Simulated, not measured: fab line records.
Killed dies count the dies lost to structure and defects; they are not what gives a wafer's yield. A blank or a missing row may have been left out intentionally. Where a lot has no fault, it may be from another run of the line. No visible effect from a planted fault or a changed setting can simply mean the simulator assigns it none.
A lot that was struck, set against a sound lot | flow sky130 | 24 out of 708 route steps
Sound: these wafers, L931.2, L931.3, L931.6. The struck wafers were L944.1, L944.2, L944.3. The cause is given at the end.
Order at every step that has rows: each side's tool, ch and its chambers, its first start. Under that, the readings that differ: sound wafers | struck wafers | difference of the means | sigmas: that difference in standard deviations of wafers without a fault.
alike: same words and numbers on both sides, and readings whose means sit less than 2 such deviations apart. not compared: any withheld reading, any reading some wafer has no value for, any bound like >300 that may hide the same value, and any number with overlapping values for which the record gives no deviation.
A row with sigmas, a row that says differs or no value, or rows on one side alone: a step with any of these is where the two part. Numbers that don't overlap but have no deviation are shown without sigmas and don't part them. Lack of a reading on every wafer of one side parts them only where that side has two or more wafers.

first, 4 steps without rows for these wafers: SKY_CAP2M_SOFTBAKE_08 (time 60 s); SKY_CAP2M_EXPOSE_09 (exposes mask CAP2M, target cd 1000 nm); SKY_CAP2M_PEB_10; SKY_CAP2M_DEVELOP_11 (develop time 60 s).
SKY_CAP2M_OVL_MEAS_12:
  sound: overlay-01 at day 42 06:06; struck: overlay-02 at day 45 16:55
  alike: CAP2M_OVL
SKY_CAP2M_METAL_ETCH_13: etches TiN in Cl2/BCl3, stops on SiO2, target depth 220 nm, time 62.9 s.
  sound on rie-metal-04 ch 0,1, day 42 06:08; struck on rie-metal-04 ch 0,1, day 45 16:58
  alike: bias-w, drypump-motor-current-A, oes-product-au, throttle-valve-pct
  not compared: rf-hours-counter-h
SKY_CAP2M_STRIP_14: strips in O2/N2.
  sound on plasma-asher-02 ch 0,1, day 42 06:13; struck on plasma-asher-02 ch 0,1, day 45 17:02
  alike: drypump-motor-current-A, oes-product-au, strip-time-to-endpoint-s
  not compared: rf-hours-counter-h
then, 5 steps without rows for these wafers: SKY_CAP2M_STRIP_15 (strips in post etch residue remover, time 1200 s); SKY_CAP2M_CLEAN_16 (cleans in IPA, time 180 s); SKY_CAP2M_CLEAN_17 (cleans in O3/DIW); SKY_METAL4_DEHYDRATE_05 (time 60 s); SKY_METAL4_HMDS_06 (prime time 60 s).
SKY_METAL4_COAT_07: resist thk 60 nm.
  sound on litho-track-03 ch 0, day 42 18:38; struck on litho-track-03 ch 0, day 46 04:13
  reading              | sound                | struck               | difference | sigmas
  spin-speed-rpm (rpm) | 3002.6 2998.8 2999.9 | 2752.8 2750.1 2752.4 | -248.7     | -99 or more
then, 5 steps without rows for these wafers: SKY_METAL4_COAT_08 (resist thk 1140 nm); SKY_METAL4_SOFTBAKE_09 (time 90 s); SKY_METAL4_EXPOSE_10 (exposes mask MM4, target cd 300 nm); SKY_METAL4_PEB_11; SKY_METAL4_DEVELOP_12 (develop time 60 s).
SKY_METAL4_CD_MEAS_13 targets a cd of 300 nm.
  sound: cd-sem-02 at day 43 05:53; struck: cd-sem-01 at day 46 15:17
  alike: cd-nm
SKY_METAL4_OVL_MEAS_14:
  sound: overlay-02 at day 43 06:00; struck: overlay-01 at day 46 15:24
  alike: METAL4_OVL
SKY_METAL4_DESCUM_15: chemistry O2, time 8 s.
  sound on rie-metal-04 ch 0,1, day 43 06:02; struck on rie-metal-04 ch 0,1, day 46 15:26
  alike: drypump-motor-current-A, oes-product-au
  not compared: rf-hours-counter-h
SKY_METAL4_ETCH_16: etches BARC in N2/H2, stops on SiO2, time 88.2 s, target depth 60 nm.
  sound on rie-metal-04 ch 0,1, day 43 06:04; struck on rie-metal-04 ch 0,1, day 46 15:28
  reading                  | sound             | struck            | difference | sigmas
  model.etch.depth-nm (nm) | 59.89 59.76 59.93 | 62.75 62.48 62.59 | +2.75      |
  alike: bias-w, drypump-motor-current-A, oes-product-au, throttle-valve-pct
  not compared: rf-hours-counter-h
SKY_METAL4_ETCH_17: etches SiO2 in C4F8/O2/Ar, stops on TiN, time 3.9 s, target depth 15 nm.
  sound on rie-diel-01 ch 1,3, day 43 06:10; struck on rie-diel-04 ch 0,2,3, day 46 15:34
  reading               | sound             | struck            | difference | sigmas
  oes-product-au (a.u.) | 0.760 0.769 0.766 | 0.746 0.754 0.745 | -0.017     | -2
  alike: bias-w
  not compared: rf-hours-counter-h
next, for these wafers, 1 step has no rows: SKY_PAD_OPEN_PROBE_99.

## WHERE THEY PART
At SKY_METAL4_COAT_07 first; at SKY_METAL4_ETCH_17 last (within this record only).

WHY: the cause the simulator had injected
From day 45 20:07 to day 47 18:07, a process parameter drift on litho-track-03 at SKY_METAL4_COAT_07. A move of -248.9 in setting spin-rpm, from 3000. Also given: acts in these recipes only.
